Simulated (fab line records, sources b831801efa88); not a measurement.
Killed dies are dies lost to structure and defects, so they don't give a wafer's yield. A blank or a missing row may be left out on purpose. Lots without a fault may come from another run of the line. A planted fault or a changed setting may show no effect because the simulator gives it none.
Which tool did it? | flow gf180mcu | 12 lots, 36 wafers sampled, at 7 steps of a route of 602

WHAT THE GAUGES READ, wafer by wafer
GF_NWELL_TW_MEAS_11. Usual: NWELL_TW 1570, standard deviation 18.
lot  | measured    | on            | NWELL_TW       | flag
L820 | day 3 18:16 | film_metro-04 | 1548 1548 1551 |
L824 | day 4 17:23 | film_metro-01 | 1594 1584 1585 |
L825 | day 5 02:32 | film_metro-04 | 1549 1541 1545 |
L827 | day 5 10:57 | film_metro-01 | 1585 1587 1581 |
L828 | day 5 14:59 | film_metro-04 | 1553 1553 1554 |
L834 | day 7 01:35 | film_metro-04 | 1824 1825 1825 | OFF
L835 | day 7 03:32 | film_metro-04 | 1829 1820 1828 | OFF
L836 | day 7 12:59 | film_metro-02 | 1578 1578 1587 |
L837 | day 7 20:05 | film_metro-01 | 1587 1593 1576 |
L838 | day 7 21:12 | film_metro-01 | 1580 1588 1590 |
L839 | day 8 03:52 | film_metro-04 | 1548 1540 1548 |
L840 | day 8 08:45 | film_metro-04 | 1550 1541 1554 |

GF_LVPWELL_TW_MEAS_11. Usual: LVPWELL_TW 559, standard deviation 6.1.
lot  | measured    | on            | LVPWELL_TW     | flag
L820 | day 4 07:46 | film_metro-04 | 553 550 550    |
L824 | day 5 08:03 | film_metro-04 | 551 551 552    |
L825 | day 5 16:14 | film_metro-01 | 565 562 565    |
L827 | day 6 02:07 | film_metro-02 | 566 562 565    |
L828 | day 6 06:00 | film_metro-01 | 564 562 560    |
L834 | day 7 17:08 | film_metro-01 | 1395 1381 1389 | OFF
L835 | day 7 19:49 | film_metro-04 | 1361 1365 1359 | OFF
L836 | day 8 05:30 | film_metro-01 | 564 562 567    |
L837 | day 8 13:08 | film_metro-04 | 551 551 549    |
L838 | day 8 13:36 | film_metro-02 | 565 564 565    |
L839 | day 8 21:10 | film_metro-04 | 550 549 550    |
L840 | day 9 01:57 | film_metro-04 | 551 548 552    |

GF_MVSD_TW_MEAS_11. Usual: MVSD_TW 1583, standard deviation 17.
lot  | measured    | on            | MVSD_TW        | flag
L820 | day 4 22:42 | film_metro-01 | 1598 1588 1584 |
L824 | day 5 23:02 | film_metro-02 | 1580 1585 1591 |
L825 | day 6 07:32 | film_metro-04 | 1555 1534 1546 |
L827 | day 6 17:28 | film_metro-02 | 1585 1594 1591 |
L828 | day 6 21:21 | film_metro-02 | 1592 1585 1587 |
L834 | day 8 09:56 | film_metro-02 | 1873 1872 1875 | OFF
L835 | day 8 12:57 | film_metro-02 | 1866 1858 1860 | OFF
L836 | day 8 23:05 | film_metro-02 | 1592 1597 1606 |
L837 | day 9 06:47 | film_metro-01 | 1591 1590 1589 |
L838 | day 9 07:29 | film_metro-04 | 1556 1559 1545 |
L839 | day 9 14:23 | film_metro-02 | 1604 1602 1603 |
L840 | day 9 19:12 | film_metro-02 | 1603 1607 1591 |

GF_MVPSD_OVL_MEAS_07. Usual: MVPSD_OVL 1.1 nm, standard deviation 1.3.
lot  | measured     | on         | MVPSD_OVL (nm) | flag
L820 | day 5 13:16  | overlay-02 | 0.9 0.7 0.8    |
L824 | day 6 14:16  | overlay-02 | 0.5 2.2 1.7    |
L825 | day 6 22:06  | overlay-02 | 1.8 3.5 2.7    |
L827 | day 7 08:47  | overlay-02 | 0.3 0.7 0.4    |
L828 | day 7 13:10  | overlay-01 | 0.1 2.2 0.6    |
L834 | day 9 03:07  | overlay-02 | 0.9 -0.4 0.8   |
L835 | day 9 06:13  | overlay-01 | 3.3 1.7 2.4    |
L836 | day 9 16:22  | overlay-02 | 1.1 2.4 0.3    |
L837 | day 10 00:40 | overlay-01 | 1.0 -0.5 0.9   |
L838 | day 10 01:37 | overlay-02 | 2.2 0.2 0.6    |
L839 | day 10 07:31 | overlay-02 | -0.6 0.3 2.4   |
L840 | day 10 13:42 | overlay-01 | 1.2 1.2 1.3    |

GF_HV_LDD_OVL_MEAS_08. Usual: HV_LDD_OVL 0.9 nm, standard deviation 1.3.
lot  | measured     | on         | HV_LDD_OVL (nm) | flag
L820 | day 10 19:10 | overlay-02 | -0.7 0.4 0.5    |
L824 | day 11 23:50 | overlay-02 | 0.3 1.2 1.1     |
L825 | day 12 13:22 | overlay-01 | -0.9 1.7 2.9    |
L827 | day 12 21:57 | overlay-01 | 1.5 0.7 -0.8    |
L828 | day 13 07:59 | overlay-02 | -1.0 1.3 -0.2   |
L834 | day 15 06:53 | overlay-02 | 3.1 0.3 2.3     |
L835 | day 15 10:04 | overlay-01 | 2.7 0.9 1.7     |
L836 | day 15 19:26 | overlay-02 | 0.9 -0.1 -1.6   |
L837 | day 16 08:11 | overlay-01 | 0.5 1.2 -0.7    |
L838 | day 16 06:23 | overlay-02 | 3.1 2.4 2.7     |
L839 | day 16 12:17 | overlay-01 | 1.0 -0.1 0.8    |
L840 | day 16 20:46 | overlay-02 | 1.1 2.0 2.8     |

WHICH TOOL RAN EACH LOT (tool, then ch and the chambers of the sampled wafers, then the start)
lot  | GF_DNWELL_COAT_02                | GF_DUAL_GATE_STRIP_13
L820 | litho_track-01 ch 0, day 2 22:11 | plasma_asher-03 ch 0,1, day 9 00:04
L824 | litho_track-04 ch 0, day 3 20:43 | plasma_asher-04 ch 0,1, day 10 04:58
L825 | litho_track-03 ch 0, day 4 04:42 | plasma_asher-04 ch 0,1, day 10 14:50
L827 | litho_track-04 ch 0, day 4 12:22 | plasma_asher-03 ch 0,1, day 11 02:22
L828 | litho_track-01 ch 0, day 4 16:13 | plasma_asher-02 ch 0,1, day 11 07:56
L834 | litho_track-01, day 6 02:28      | plasma_asher-03 ch 0,1, day 13 05:55
L835 | litho_track-04, day 6 03:35      | plasma_asher-03 ch 0,1, day 13 09:37
L836 | litho_track-04 ch 0, day 6 10:46 | plasma_asher-04 ch 0,1, day 13 20:23
L837 | litho_track-04 ch 0, day 6 19:16 | plasma_asher-03 ch 0,1, day 14 06:34
L838 | litho_track-01 ch 0, day 6 20:43 | plasma_asher-02 ch 0,1, day 14 06:29
L839 | litho_track-01 ch 0, day 7 02:53 | plasma_asher-02 ch 0,1, day 14 12:02
L840 | litho_track-04 ch 0, day 7 08:10 | plasma_asher-02 ch 0,1, day 14 19:01
- GF_DNWELL_COAT_02: resist thk 3000 nm.
- GF_DUAL_GATE_STRIP_13: strips in O2/N2.

WHAT THE TOOLS THEMSELVES READ (means of the sampled wafers that have a number; where no wafer has one, the mark that the record gives instead)
GF_DNWELL_COAT_02. Usual: chill_plate_temp_C 23.04 C, standard deviation 0.11; dispense_pressure_kPa 48 kPa, standard deviation 3.8; exhaust_pa 44.9 Pa, standard deviation 1.
lot  | tool           | chill_plate_temp_C (C) | dispense_pressure_kPa (kPa) | exhaust_pa (Pa) | flag
L820 | litho_track-01 | 22.99                  | 44                          | 43.1            |
L824 | litho_track-04 | 23.03                  | 48                          | 44.7            |
L825 | litho_track-03 | 23.13                  | 54                          | 44.4            |
L827 | litho_track-04 | 23.10                  | 48                          | 44.4            |
L828 | litho_track-01 | 22.98                  | 44                          | 46.6            |
L834 | litho_track-01 | -                      | -                           | -               | OFF
L835 | litho_track-04 | -                      | -                           | -               | OFF
L836 | litho_track-04 | 23.00                  | 48                          | 46.3            |
L837 | litho_track-04 | 23.14                  | 48                          | 44.5            |
L838 | litho_track-01 | 23.20                  | 44                          | 44.9            |
L839 | litho_track-01 | 23.01                  | 44                          | 44.6            |
L840 | litho_track-04 | 22.99                  | 48                          | 45.8            |

GF_DUAL_GATE_STRIP_13. Usual: drypump_motor_current_A 5.3 A, standard deviation 0.38; heater_power_w 323 W, standard deviation 28; oes_product_au 0.716 a.u., standard deviation 0.0042; strip_time_to_endpoint_s 12.65 s, standard deviation 0.038.
lot  | tool            | drypump_motor_current_A (A) | heater_power_w (W) | oes_product_au (a.u.) | strip_time_to_endpoint_s (s) | flag
L820 | plasma_asher-03 | 5.5                         | 305                | 0.717                 | 12.64                        |
L824 | plasma_asher-04 | 5.7                         | 337                | 0.716                 | 12.64                        |
L825 | plasma_asher-04 | 5.8                         | 339                | 0.718                 | 12.68                        |
L827 | plasma_asher-03 | 5.5                         | 306                | 0.718                 | 12.69                        |
L828 | plasma_asher-02 | 5.2                         | 347                | 0.713                 | 12.63                        |
L834 | plasma_asher-03 | 5.3                         | 320                | 0.716                 | 12.67                        |
L835 | plasma_asher-03 | 5.3                         | 319                | 0.716                 | 12.63                        |
L836 | plasma_asher-04 | 5.5                         | 330                | 0.712                 | 12.62                        |
L837 | plasma_asher-03 | 5.4                         | 319                | 0.719                 | 12.69                        |
L838 | plasma_asher-02 | 5.2                         | 339                | 0.713                 | 12.65                        |
L839 | plasma_asher-02 | 5.2                         | 345                | 0.714                 | 12.55                        |
L840 | plasma_asher-02 | 5.0                         | 318                | 0.714                 | 12.69                        |

THE ANSWER, worked out from the rows above alone
Rule: a lot is off if the mean of its wafers that have a number lies more than 3 standard deviations from the usual mean. A lot without any number at a reading at which 4 lots or more have one is off too. The other lots that the step has rows for count as sound. The gauges are gone through in route order, then the tools' own readings, and for those a lot's mean is taken as printed above. The first step at which some lot is off is used, and at that step the reading that is off furthest; a lot without a number counts as furthest.
Off: L834, L835, at GF_NWELL_TW_MEAS_11 (NWELL_TW).
A tool fits if, at a process step before that reading, it ran every lot that is off, and no sound lot after the first of them. The gauges at GF_NWELL_TW_MEAS_11 aren't tried: what is off there is off at GF_MVSD_TW_MEAS_11 too, on other tools, and a gauge's error can't cause that. None of those tried fits.

WHAT THE SIMULATOR HAD PUT IN
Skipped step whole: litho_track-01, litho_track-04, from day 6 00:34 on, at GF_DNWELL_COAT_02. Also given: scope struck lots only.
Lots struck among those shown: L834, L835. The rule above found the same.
